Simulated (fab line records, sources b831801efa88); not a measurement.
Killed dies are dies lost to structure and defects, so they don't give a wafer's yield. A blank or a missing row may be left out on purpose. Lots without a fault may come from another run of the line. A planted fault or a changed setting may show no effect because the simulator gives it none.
fab line records | flow sky130 | part 1 of 2: steps 1 to 24 of 34
record lots=5 wafers=15 last_day=50
route steps=708 shown CAPM@544 METAL3@555 VIA3@573
lots that met no fault: from a run of the same line without faults
start_h: hours from the record's first day to the start of the lot's first wafer shown | wait_h: hours since the lot's step before | " the same as in the row above | L1.1+2: a row that stands for several wafers | - no value, or no start given | * or withheld: withheld | < > ~ a bound
route shown NAME@n: a module of which the file shows steps, and the number in the route of the first | usual: mean/standard deviation of fault-free wafers | same: alike in all rows | chamber/n: place in a boat | sites: the reading at each site | _std_site: their standard deviation | _edge_site: outer sites' mean less inner sites' | radius_mm: how far each site lies from the wafer's centre | mask NAME#n: copy n | behind: the tool/chamber that last shaped the wafer | hold: why the lot was held/for how many hours/how that ended | device: the transistor (n, p or np) that didn't switch | end of line: the same wafers' tests at the end of the route | a step without rows: its recipe alone | killed: dies lost to structure and defects at the first sort, not the wafer's yield | map: a wafer's dies, x killed, . not, _ none there
set.NAME: the setting as run; set.NAME@STEP: as run at that earlier step | model.NAME: the simulator's own value behind a step, which no gauge read
lots at some steps of the route; a table a step, a row a wafer
services: from which hour (start_h, from the record's first day; less than 0 if before it) a tool's chamber was out of use, for how many hours, and why
## steps
# step SKY_CAPM_COAT_07
# recipe resist=NOVOLAK spin_rpm=3000 resist_thk_nm=1140
# usual exhaust_pa=45.0/1
# columns lot.wafer tool chamber start_h wait_h exhaust_pa
L075.2 litho_track-01 0 877.25 0.1 46.1
L075.3 " 0 " " 44.1
L075.4 " 0 " " 44.1
L076.1 litho_track-01 0 888.28 0.1 45.8
L076.4 " 0 " " 46.2
L076.6 " 0 " " 45.2
L080.1 litho_track-01 0 909.23 0.1 45.4
L080.2 " 0 " " 46.2
L080.4 " 0 " " 46.5
L089.1 litho_track-03 0 983.68 0.1 44.3
L089.2 " 0 " " 45.5
L089.3 " 0 " " 46.2
L096.1 litho_track-03 0 1008.53 0.1 46.9
L096.2 " 0 " " 45.1
L096.5 " 0 " " 46.8
# step SKY_CAPM_SOFTBAKE_08
# recipe temp_c=90 time_s=60 resist=NOVOLAK
# usual exhaust_pa=45.0/0.88
# columns lot.wafer tool chamber start_h wait_h exhaust_pa
L075.2 litho_track-01 0 877.40 0.1 45.2
L075.3 " 0 " " 44.2
L075.4 " 0 " " 44.2
L076.1 litho_track-01 0 888.43 0.1 43.8
L076.4 " 0 " " 44.6
L076.6 " 0 " " 44.7
L080.1 litho_track-01 0 909.38 0.1 44.8
L080.2 " 0 " " 44.9
L080.4 " 0 " " 44.5
L089.1 litho_track-03 0 983.83 0.1 44.7
L089.2 " 0 " " 45.4
L089.3 " 0 " " 46.0
L096.1 litho_track-03 0 1008.68 0.1 45.3
L096.2 " 0 " " 46.0
L096.5 " 0 " " 45.0
# step SKY_CAPM_EXPOSE_09
# recipe mask_id=CAPM na=0.6 source_shape=conventional sigma_outer=0.6 polarization=unpolarized target_cd_nm=1000 dose_mj=159
# usual reticle_temp_C=23.03/0.097 stage_vel_mm_s=499.95/0.25
# columns lot.wafer tool chamber start_h wait_h mask reticle_temp_C stage_vel_mm_s
L075.2 iline_stepper-02 0 - - CAPM#0 22.92 499.56
L075.3 " 0 " " CAPM#0 22.92 499.74
L075.4 " 0 " " CAPM#0 23.11 499.37
L076.1 iline_stepper-02 0 - - CAPM#0 23.03 499.64
L076.4 " 0 " " CAPM#0 22.90 499.60
L076.6 " 0 " " CAPM#0 23.12 499.75
L080.1 iline_stepper-02 0 - - CAPM#0 23.17 500.26
L080.2 " 0 " " CAPM#0 23.18 499.65
L080.4 " 0 " " CAPM#0 23.01 499.81
L089.1 iline_stepper-01 0 - - CAPM#0 23.11 499.92
L089.2 " 0 " " CAPM#0 23.12 499.80
L089.3 " 0 " " CAPM#0 23.07 500.13
L096.1 iline_stepper-02 0 - - CAPM#0 22.90 500.01
L096.2 " 0 " " CAPM#0 23.18 500.09
L096.5 " 0 " " CAPM#0 22.86 500.18
# step SKY_CAPM_PEB_10
# recipe temp_c=withheld time_s=* resist=NOVOLAK
# usual exhaust_pa=45.0/0.98
# columns lot.wafer tool chamber start_h wait_h exhaust_pa
L075.2 litho_track-03 0 - - 43.3
L075.3 " 0 " " 42.4
L075.4 " 0 " " 43.8
L076.1 litho_track-03 0 - - 45.6
L076.4 " 0 " " 44.4
L076.6 " 0 " " 44.3
L080.1 litho_track-04 0 - - 43.9
L080.2 " 0 " " 43.5
L080.4 " 0 " " 45.6
L089.1 litho_track-01 0 - - 45.0
L089.2 " 0 " " 45.6
L089.3 " 0 " " 45.2
L096.1 litho_track-04 0 - - 44.7
L096.2 " 0 " " 44.2
L096.5 " 0 " " 44.9
# step SKY_CAPM_DEVELOP_11
# recipe resist=NOVOLAK developer=TMAH develop_time_s=60 dev_temp_c=23
# usual exhaust_pa=45.1/0.8
# columns lot.wafer tool chamber start_h wait_h exhaust_pa
L075.2 litho_track-03 0 889.60 0.1 45.6
L075.3 " 0 " " 44.1
L075.4 " 0 " " 45.8
L076.1 litho_track-03 0 900.48 0.1 45.6
L076.4 " 0 " " 47.5
L076.6 " 0 " " 46.8
L080.1 litho_track-04 0 921.17 0.1 44.8
L080.2 " 0 " " 44.7
L080.4 " 0 " " 45.0
L089.1 litho_track-01 0 995.28 0.1 46.2
L089.2 " 0 " " 45.1
L089.3 " 0 " " 44.8
L096.1 litho_track-04 0 1019.97 0.1 44.9
L096.2 " 0 " " 45.6
L096.5 " 0 " " 46.2
# step SKY_CAPM_OVL_MEAS_12
# usual CAPM_OVL=1.8/1.4
# columns lot.wafer tool chamber start_h wait_h CAPM_OVL[nm]
L075.2 overlay-02 - 889.74 0.1 3.1
L075.3 " - " " 3.2
L075.4 " - " " 2.6
L076.1 overlay-02 - 900.63 0.1 4.2
L076.4 " - " " 4.2
L076.6 " - " " 2.4
L080.1 overlay-01 - 921.32 0.1 1.5
L080.2 " - " " 2.1
L080.4 " - " " 3.8
L089.1 overlay-01 - 995.43 0.1 -0.1
L089.2 " - " " 0.5
L089.3 " - " " 1.4
L096.1 overlay-02 - 1020.12 0.1 1.0
L096.2 " - " " 2.7
L096.5 " - " " 3.8
# step SKY_CAPM_METAL_ETCH_13
# recipe target_depth_nm=220 stop_on=SiO2 chemistry=Cl2/BCl3 target=TiN pressure_mtorr=10 icp_w=900 bias_w=48.5 Cl2_flow_sccm=60 bcl3_flow_sccm=30 time_s=62.9
# usual drypump_motor_current_A=5.8/0.5 oes_product_au=0.939/0.0066 throttle_valve_pct=21.904/0.011
# columns lot.wafer tool chamber start_h wait_h drypump_motor_current_A oes_product_au rf_hours_counter_h throttle_valve_pct
L075.2 rie_metal-02 0 889.77 0.0 6.5 0.944 10 21.912
L075.3 " 0 " " 6.5 0.937 - 21.903
L075.4 " 1 " " 5.7 0.938 - 21.883
L076.1 rie_metal-01 0 900.67 0.0 6.2 0.941 9 21.908
L076.4 " 1 " " 5.4 0.944 - 21.915
L076.6 " 1 " " 5.4 0.934 - 21.917
L080.1 rie_metal-02 1 921.35 0.0 5.6 0.940 13 21.915
L080.2 " 0 " " 6.5 0.932 11 21.912
L080.4 " 0 " " 6.5 0.939 - 21.903
L089.1 rie_metal-03 1 995.47 0.0 6.2 0.940 2 21.914
L089.2 " 0 " " 5.2 0.948 16 21.905
L089.3 " 1 " " 6.2 0.928 - 21.884
L096.1 rie_metal-01 0 1020.15 0.0 6.3 0.942 16 21.915
L096.2 " 1 " " 5.3 0.941 17 21.902
L096.5 " 1 " " 5.3 0.939 - 21.908
# step SKY_CAPM_STRIP_14
# recipe chemistry=O2/N2 power_w=1400 pressure_mtorr=1500 platen_temp_c=withheld o2_flow_sccm=3000 n2_flow_sccm=300 overash_fraction=0.5
# usual drypump_motor_current_A=5.56/0.2 oes_product_au=0.710/0.0046 strip_time_to_endpoint_s=12.64/0.044
# same overash_fraction=0.5
# columns lot.wafer tool chamber start_h wait_h drypump_motor_current_A oes_product_au rf_hours_counter_h strip_time_to_endpoint_s
L075.2 plasma_asher-03 1 889.84 0.1 5.77 0.717 106 12.62
L075.3 " 0 " " 5.27 0.708 - 12.70
L075.4 " 1 " " 5.76 0.711 - 12.66
L076.1 plasma_asher-03 1 900.74 0.1 5.77 0.709 107 12.75
L076.4 " 0 " " 5.26 0.707 - 12.70
L076.6 " 0 " " 5.26 0.707 - 12.67
L080.1 plasma_asher-03 1 921.43 0.1 5.79 0.711 109 12.55
L080.2 " 0 " " 5.26 0.703 109 12.60
L080.4 " 1 " " 5.77 0.712 - 12.64
L089.1 plasma_asher-03 0 995.54 0.1 5.26 0.713 116 12.52
L089.2 " 1 " " 5.77 0.706 116 12.56
L089.3 " 0 " " 5.27 0.712 - 12.55
L096.1 plasma_asher-03 1 1020.23 0.1 5.77 0.717 118 12.70
L096.2 " 0 " " 5.27 0.714 118 12.68
L096.5 " 0 " " 5.27 0.713 - 12.68
# step SKY_CAPM_STRIP_15
# recipe chemistry=post_etch_residue_remover time_s=1200 temp_c=72.5
# usual temp_c=72.50/0.11
# columns lot.wafer tool chamber start_h wait_h temp_c
L075.2 wet_bench-01 1 889.94 0.1 72.47
L075.3 " 1 " " 72.50
L075.4 " 1 " " 72.59
L076.1 wet_bench-01 2 900.84 0.1 72.42
L076.4 " 2 " " 72.42
L076.6 " 2 " " 72.37
L080.1 wet_bench-02 1 921.53 0.1 72.44
L080.2 " 1 " " 72.29
L080.4 " 1 " " 72.41
L089.1 wet_bench-02 3 995.64 0.1 72.45
L089.2 " 3 " " 72.57
L089.3 " 3 " " 72.69
L096.1 wet_bench-03 2 1020.33 0.1 72.67
L096.2 " 2 " " 72.66
L096.5 " 2 " " 72.77
# step SKY_CAPM_CLEAN_16
# recipe chemistry=IPA time_s=180 temp_c=25
# usual temp_c=25.00/0.11
# columns lot.wafer tool chamber start_h wait_h temp_c
L075.2 wet_bench-03 3 890.28 0.0 25.14
L075.3 " 3 " " 25.02
L075.4 " 3 " " 25.06
L076.1 wet_bench-03 2 901.18 0.0 24.96
L076.4 " 2 " " 25.00
L076.6 " 2 " " 24.98
L080.1 wet_bench-01 0 921.87 0.0 24.98
L080.2 " 0 " " 25.09
L080.4 " 0 " " 25.17
L089.1 wet_bench-03 2 995.99 0.0 25.13
L089.2 " 2 " " 25.15
L089.3 " 2 " " 24.97
L096.1 wet_bench-01 3 1020.67 0.0 25.22
L096.2 " 3 " " 25.14
L096.5 " 3 " " 25.07
# step SKY_CAPM_CLEAN_17
# recipe chemistry=O3/DIW dry=n2_spin
# columns lot.wafer tool chamber start_h wait_h
L075.2+3+4 wet_bench-02 2 890.34 0.0
L076.1+4+6 wet_bench-02 3 901.25 0.0
L080.1+2+4 wet_bench-03 1 921.94 0.0
L089.1+2+3 wet_bench-02 2 996.04 0.0
L096.1+2+5 wet_bench-02 2 1020.73 0.0
# step SKY_METAL3_DEHYDRATE_05
# recipe temp_c=200 time_s=60
# usual exhaust_pa=45.2/0.9
# columns lot.wafer tool chamber start_h wait_h exhaust_pa
L075.2 litho_track-02 0 902.69 12.3 45.8
L075.3 " 0 " " 45.9
L075.4 " 0 " " 44.7
L076.1 litho_track-04 0 913.42 12.1 44.8
L076.4 " 0 " " 46.0
L076.6 " 0 " " 45.1
L080.1 litho_track-04 0 934.07 12.0 45.5
L080.2 " 0 " " 45.3
L080.4 " 0 " " 46.1
L089.1 litho_track-04 0 1006.82 10.7 43.9
L089.2 " 0 " " 44.8
L089.3 " 0 " " 44.7
L096.1 litho_track-02 0 1031.66 10.8 45.8
L096.2 " 0 " " 47.6
L096.5 " 0 " " 44.7
# step SKY_METAL3_HMDS_06
# recipe prime_time_s=60 prime_temp_c=120
# usual exhaust_pa=44.9/0.96
# columns lot.wafer tool chamber start_h wait_h exhaust_pa
L075.2 litho_track-02 0 902.84 0.1 43.7
L075.3 " 0 " " 45.2
L075.4 " 0 " " 42.4
L076.1 litho_track-04 0 913.57 0.1 45.1
L076.4 " 0 " " 45.5
L076.6 " 0 " " 43.6
L080.1 litho_track-04 0 934.22 0.1 45.7
L080.2 " 0 " " 44.5
L080.4 " 0 " " 45.4
L089.1 litho_track-04 0 1006.97 0.1 43.6
L089.2 " 0 " " 43.7
L089.3 " 0 " " 45.4
L096.1 litho_track-02 0 1031.81 0.1 44.3
L096.2 " 0 " " 43.5
L096.5 " 0 " " 43.9
# step SKY_METAL3_COAT_07
# recipe resist=BARC temp_c=withheld time_s=withheld spin_rpm=3000 resist_thk_nm=60
# usual exhaust_pa=44.9/0.89
# columns lot.wafer tool chamber start_h wait_h exhaust_pa
L075.2 litho_track-02 0 902.99 0.1 44.2
L075.3 " 0 " " 44.0
L075.4 " 0 " " 43.9
L076.1 litho_track-04 0 913.72 0.1 44.0
L076.4 " 0 " " 43.6
L076.6 " 0 " " 43.9
L080.1 litho_track-04 0 934.37 0.1 45.8
L080.2 " 0 " " 44.6
L080.4 " 0 " " 45.5
L089.1 litho_track-04 0 1007.12 0.1 44.4
L089.2 " 0 " " 45.8
L089.3 " 0 " " 43.6
L096.1 litho_track-02 0 1031.96 0.1 45.2
L096.2 " 0 " " 44.1
L096.5 " 0 " " 46.7
# step SKY_METAL3_COAT_08
# recipe resist=KrF-thick spin_rpm=3000 resist_thk_nm=1140
# usual exhaust_pa=45.0/1
# columns lot.wafer tool chamber start_h wait_h exhaust_pa
L075.2 litho_track-02 0 - - 44.1
L075.3 " 0 " " 45.4
L075.4 " 0 " " 46.1
L076.1 litho_track-04 0 - - 46.1
L076.4 " 0 " " 45.5
L076.6 " 0 " " 44.9
L080.1 litho_track-04 0 - - 45.4
L080.2 " 0 " " 45.3
L080.4 " 0 " " 46.3
L089.1 litho_track-04 0 - - 45.3
L089.2 " 0 " " 46.1
L089.3 " 0 " " 45.8
L096.1 litho_track-02 0 - - 44.6
L096.2 " 0 " " 44.2
L096.5 " 0 " " 45.1
# step SKY_METAL3_SOFTBAKE_09
# recipe temp_c=100 time_s=90 resist=KrF-thick
# usual exhaust_pa=44.9/1
# columns lot.wafer tool chamber start_h wait_h exhaust_pa
L075.2 litho_track-02 0 - - 44.1
L075.3 " 0 " " 44.2
L075.4 " 0 " " 45.1
L076.1 litho_track-04 0 - - 44.8
L076.4 " 0 " " 44.6
L076.6 " 0 " " 45.9
L080.1 litho_track-04 0 - - 45.3
L080.2 " 0 " " 44.4
L080.4 " 0 " " 45.4
L089.1 litho_track-04 0 - - 43.9
L089.2 " 0 " " 44.0
L089.3 " 0 " " 45.6
L096.1 litho_track-02 0 - - 46.5
L096.2 " 0 " " 46.8
L096.5 " 0 " " 45.2
# step SKY_METAL3_EXPOSE_10
# recipe mask_id=MM3 na=0.68 source_shape=annular sigma_inner=0.4 sigma_outer=0.8 target_cd_nm=300 dose_mj=28
# usual reticle_temp_C=23.02/0.096 stage_vel_mm_s=500.00/0.27
# columns lot.wafer tool chamber start_h wait_h mask reticle_temp_C stage_vel_mm_s
L075.2 krf_scanner-02 0 - - MM3#0 22.90 500.55
L075.3 " 0 " " MM3#0 23.08 500.20
L075.4 " 0 " " MM3#0 22.95 500.42
L076.1 krf_scanner-01 0 - - MM3#0 22.93 500.56
L076.4 " 0 " " MM3#0 23.03 499.96
L076.6 " 0 " " MM3#0 22.87 500.44
L080.1 krf_scanner-01 0 - - MM3#0 23.09 499.63
L080.2 " 0 " " MM3#0 23.04 499.25
L080.4 " 0 " " MM3#0 23.16 500.01
L089.1 krf_scanner-01 0 - - MM3#0 22.96 499.57
L089.2 " 0 " " MM3#0 23.00 500.05
L089.3 " 0 " " MM3#0 23.14 500.13
L096.1 krf_scanner-02 0 - - MM3#0 22.93 499.72
L096.2 " 0 " " MM3#0 22.80 500.06
L096.5 " 0 " " MM3#0 22.93 499.79
# step SKY_METAL3_PEB_11
# recipe peb_temp_c=withheld peb_time_s=withheld resist=KrF-thick
# usual exhaust_pa=45.1/0.81
# columns lot.wafer tool chamber start_h wait_h exhaust_pa
L075.2 litho_track-02 0 - - 46.0
L075.3 " 0 " " 46.4
L075.4 " 0 " " 44.9
L076.1 litho_track-04 0 - - 44.5
L076.4 " 0 " " 46.5
L076.6 " 0 " " 45.7
L080.1 litho_track-02 0 - - 45.1
L080.2 " 0 " " 45.2
L080.4 " 0 " " 45.9
L089.1 litho_track-04 0 - - 45.2
L089.2 " 0 " " 45.5
L089.3 " 0 " " 44.3
L096.1 litho_track-01 0 - - 46.3
L096.2 " 0 " " 45.7
L096.5 " 0 " " 44.9
# step SKY_METAL3_DEVELOP_12
# recipe develop_time_s=58.12 resist=KrF-thick dev_temp_c=21
# usual exhaust_pa=45.1/0.85
# columns lot.wafer tool chamber start_h wait_h exhaust_pa
L075.2 litho_track-02 0 - - 45.2
L075.3 " 0 " " 46.8
L075.4 " 0 " " 45.1
L076.1 litho_track-04 0 - - 44.0
L076.4 " 0 " " 44.4
L076.6 " 0 " " 42.8
L080.1 litho_track-02 0 - - 45.3
L080.2 " 0 " " 45.3
L080.4 " 0 " " 44.8
L089.1 litho_track-04 0 - - 44.3
L089.2 " 0 " " 44.7
L089.3 " 0 " " 44.1
L096.1 litho_track-01 0 - - 45.3
L096.2 " 0 " " 43.8
L096.5 " 0 " " 44.6
# step SKY_METAL3_CD_MEAS_13
# recipe target_cd_nm=300
# usual cd_nm=299.8/1.5
# columns lot.wafer tool chamber start_h wait_h cd_nm
L075.2 cd_sem-02 - 915.48 - 298.6
L075.3 " - " " 298.6
L075.4 " - " " 300.1
L076.1 cd_sem-02 - 925.92 - 302.0
L076.4 " - " " 301.8
L076.6 " - " " 301.1
L080.1 cd_sem-02 - 946.86 - 298.5
L080.2 " - " " 299.4
L080.4 " - " " 298.7
L089.1 cd_sem-02 - 1018.92 - 301.0
L089.2 " - " " 301.3
L089.3 " - " " 301.2
L096.1 cd_sem-01 - 1043.28 - 303.7
L096.2 " - " " 301.8
L096.5 " - " " 303.6
# step SKY_METAL3_OVL_MEAS_14
# usual METAL3_OVL=2/4.8
# columns lot.wafer tool chamber start_h wait_h METAL3_OVL[nm]
L075.2 overlay-02 - 915.59 0.1 7
L075.3 " - " " 14
L075.4 " - " " 7
L076.1 overlay-02 - 926.04 0.1 2
L076.4 " - " " 2
L076.6 " - " " 3
L080.1 overlay-02 - 946.98 0.1 -2
L080.2 " - " " 0
L080.4 " - " " 2
L089.1 overlay-01 - 1019.04 0.1 6
L089.2 " - " " 4
L089.3 " - " " 5
L096.1 overlay-02 - 1043.40 0.1 -1
L096.2 " - " " -5
L096.5 " - " " 1
# step SKY_METAL3_DESCUM_15
# recipe chemistry=O2 source_power_w=150 bias_power_w=0 pressure_mtorr=10 temp_c=40 time_s=8
# usual drypump_motor_current_A=5.8/0.44 oes_product_au=1.000/0.01 temp_c=39.98/0.11
# columns lot.wafer tool chamber start_h wait_h drypump_motor_current_A oes_product_au rf_hours_counter_h temp_c
L075.2 rie_metal-04 0 915.62 0.0 5.8 0.989 5 40.19
L075.3 " 0 " " 5.8 0.989 - 40.12
L075.4 " 1 " " 5.3 1.006 - 40.02
L076.1 rie_metal-04 0 926.07 0.0 5.8 0.995 6 39.99
L076.4 " 1 " " 5.4 1.006 - 40.04
L076.6 " 0 " " 5.8 1.007 - 40.14
L080.1 rie_metal-02 1 947.02 0.0 5.6 1.020 14 40.10
L080.2 " 0 " " 6.5 0.991 12 40.20
L080.4 " 1 " " 5.6 1.008 - 40.06
L089.1 rie_metal-04 1 1019.07 0.0 5.3 0.997 15 40.11
L089.2 " 0 " " 5.8 0.990 10 40.05
L089.3 " 0 " " 5.8 0.991 - 39.99
L096.1 rie_metal-02 0 1043.44 0.0 6.5 0.993 18 40.02
L096.2 " 0 " " 6.5 1.003 - 39.99
L096.5 " 0 " " 6.5 1.000 - 40.16
# step SKY_METAL3_ETCH_16
# recipe chemistry=N2/H2 target=BARC ion_energy_ev=200 bias_w=100 pressure_mtorr=30 n2_flow_sccm=100 h2_flow_sccm=200 icp_w=500 stop_on=SiO2 time_s=88.2 target_depth_a=600
# usual drypump_motor_current_A=5.8/0.44 oes_product_au=0.626/0.0046 throttle_valve_pct=13.205/0.0086
# columns lot.wafer tool chamber start_h wait_h drypump_motor_current_A oes_product_au rf_hours_counter_h throttle_valve_pct
L075.2 rie_metal-04 0 915.65 0.0 5.8 0.626 5 13.209
L075.3 " 0 " " 5.9 0.620 - 13.206
L075.4 " 1 " " 5.4 0.629 - 13.215
L076.1 rie_metal-04 0 926.11 0.0 5.8 0.629 6 13.217
L076.4 " 1 " " 5.3 0.621 - 13.206
L076.6 " 0 " " 5.9 0.627 - 13.207
L080.1 rie_metal-02 1 947.05 0.0 5.7 0.633 14 13.188
L080.2 " 0 " " 6.4 0.627 12 13.197
L080.4 " 1 " " 5.6 0.630 - 13.204
L089.1 rie_metal-04 1 1019.11 0.0 5.4 0.628 15 13.210
L089.2 " 0 " " 5.8 0.625 10 13.196
L089.3 " 0 " " 5.8 0.626 - 13.213
L096.1 rie_metal-02 0 1043.50 0.1 6.5 0.624 18 13.191
L096.2 " 0 " " 6.5 0.626 - 13.216
L096.5 " 0 " " 6.5 0.628 - 13.218
# step SKY_METAL3_ETCH_17
# recipe target=SiO2 stop_on=TiN chemistry=C4F8/O2/Ar source_w=1500 bias_w=1200 pressure_mtorr=40 c4f8_flow_sccm=withheld O2_flow_sccm=6 Ar_flow_sccm=300 time_s=3.9 target_depth_a=150
# usual oes_product_au=0.756/0.007
# columns lot.wafer tool chamber start_h wait_h oes_product_au rf_hours_counter_h
L075.2 rie_diel-03 2 915.75 0.1 0.748 14
L075.3 " 3 " " 0.753 11
L075.4 " 0 " " 0.760 1
L076.1 rie_diel-04 0 926.20 0.1 0.742 15
L076.4 " 2 " " 0.761 15
L076.6 " 0 " " 0.761 -
L080.1 rie_diel-04 1 947.15 0.1 0.744 17
L080.2 " 3 " " 0.752 17
L080.4 " 0 " " 0.751 16
L089.1 rie_diel-04 3 1019.20 0.1 0.761 18
L089.2 " 0 " " 0.757 17
L089.3 " 0 " " 0.750 -
L096.1 rie_diel-03 2 1043.70 0.2 0.753 18
L096.2 " 0 " " 0.754 4
L096.5 " 3 " " 0.760 -
